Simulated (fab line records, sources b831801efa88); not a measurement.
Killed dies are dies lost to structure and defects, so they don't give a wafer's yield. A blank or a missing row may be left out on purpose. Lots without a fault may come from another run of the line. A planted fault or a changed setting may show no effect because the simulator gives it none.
Split-lot experiment | flow sfq_line | 5 lots, 23 wafers read, on a route of 325 steps

THE SPLIT
At SFQ_TRILAYER_M3_LITHO_EXPOSE_076 (exposes mask M3, target cd 500 nm), the setting dose_mj was moved away from the recipe's 14.4 on 5 of the 23 wafers read, by +2.1% to +5.3%. The other wafers ran this setting at the recipe's value.

FROM THE SPLIT TO THE READING: what the file shows between them, 2 steps
- SFQ_TRILAYER_M3_LITHO_PEB_078: peb time 60 s
- SFQ_TRILAYER_M3_LITHO_DEVELOP_077: time 60 s

THE READING
M3.cd_nm (the simulator's own value, which no gauge read), in nm, at SFQ_TRILAYER_M3_BARC_OPEN_METAL_ETCH_100 (etches BARC in O2, target depth 125 nm, time 41.7 s). The file gives no usual value for it. The 18 wafers here that ran the recipe average 501.0 nm, standard deviation 0.85 nm.

wafer  | tool, chamber at the split | dose_mj as run | against the recipe | M3.cd_nm, nm | against lot-mates on the recipe
L074.1 | krf_scanner-01, 0          | 14.4           | recipe             | 502.2        | -
L074.2 | krf_scanner-01, 0          | 14.4           | recipe             | 502.1        | -
L074.5 | krf_scanner-01, 0          | 14.4           | recipe             | 502.1        | -
L074.4 | krf_scanner-01, 0          | 14.4           | recipe             | 502.4        | -
L074.6 | krf_scanner-01, 0          | 14.4           | recipe             | 501.2        | -
L078.1 | krf_scanner-02, 0          | 14.4           | recipe             | 501.1        | -
L078.3 | krf_scanner-02, 0          | 14.4           | recipe             | 501.9        | -
L078.4 | krf_scanner-02, 0          | 14.4           | recipe             | 501.4        | -
L081.1 | krf_scanner-01, 0          | 14.4           | recipe             | 500.5        | -
L081.2 | krf_scanner-01, 0          | 14.7           | +2.1%              | 498.5        | -2.1
L081.3 | krf_scanner-01, 0          | 14.7           | +2.1%              | 498.3        | -2.3
L081.4 | krf_scanner-01, 0          | 14.7           | +2.1%              | 498.2        | -2.4
L081.5 | krf_scanner-01, 0          | 14.4           | recipe             | 500.8        | -
L082.1 | krf_scanner-01, 0          | 14.4           | recipe             | 500.5        | -
L082.2 | krf_scanner-01, 0          | 14.4           | recipe             | 499.5        | -
L082.3 | krf_scanner-01, 0          | 14.4           | recipe             | 500          | -
L082.6 | krf_scanner-01, 0          | 14.4           | recipe             | 500          | -
L082.4 | krf_scanner-01, 0          | 14.4           | recipe             | 500.2        | -
L083.1 | krf_scanner-01, 0          | 15.16          | +5.3%              | 491.4        | -9.5
L083.3 | krf_scanner-01, 0          | 14.4           | recipe             | 501.2        | -
L083.4 | krf_scanner-01, 0          | 15.16          | +5.3%              | 492.1        | -8.8
L083.5 | krf_scanner-01, 0          | 14.4           | recipe             | 500.3        | -
L083.6 | krf_scanner-01, 0          | 14.4           | recipe             | 501.3        | -

THE FIT
A straight line over all 23 wafers: M3.cd_nm changes by -1.69 nm for each +1% of dose_mj; r = -0.96; the points scatter about the line by 0.85 nm.
The same after taking each lot's own level away (the mean of its wafers on the recipe; 23 wafers): -1.65 nm for each +1%; r = -0.98; scatter 0.56 nm.
On that fit, the largest move of dose_mj shifts the reading by 8.7 nm.
The lots' own levels span 500.04 to 502.00 nm, that is 2.3 times the standard deviation above.
So the lot-to-lot level changes the slope little: the two slopes agree.
Check: with one of the wafers moved furthest among these (+5.3%) left out of the fit, the line predicts -7.93 nm for it against its lot-mates. It came out at -9.53 nm against them.

OTHER SPLITS ON THESE WAFERS
These wafers also went through other splits before the reading. Each is held against what the fit with the lots' levels taken away leaves over:
other split on the same wafers              | wafers away from the commonest value | r with M3.cd_nm (lot level and that fit taken away)
SFQ_TRILAYER_I2_VIA_LITHO_COAT_072 spin_rpm | 5                                    | +0.07
SFQ_TRILAYER_M3_DEP_SPUTTER_073 time_s      | 7                                    | +0.43

THE FILE'S OWN FIT
M3.cd_nm changes by -1.65 nm for each +1% of dose_mj, r = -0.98.
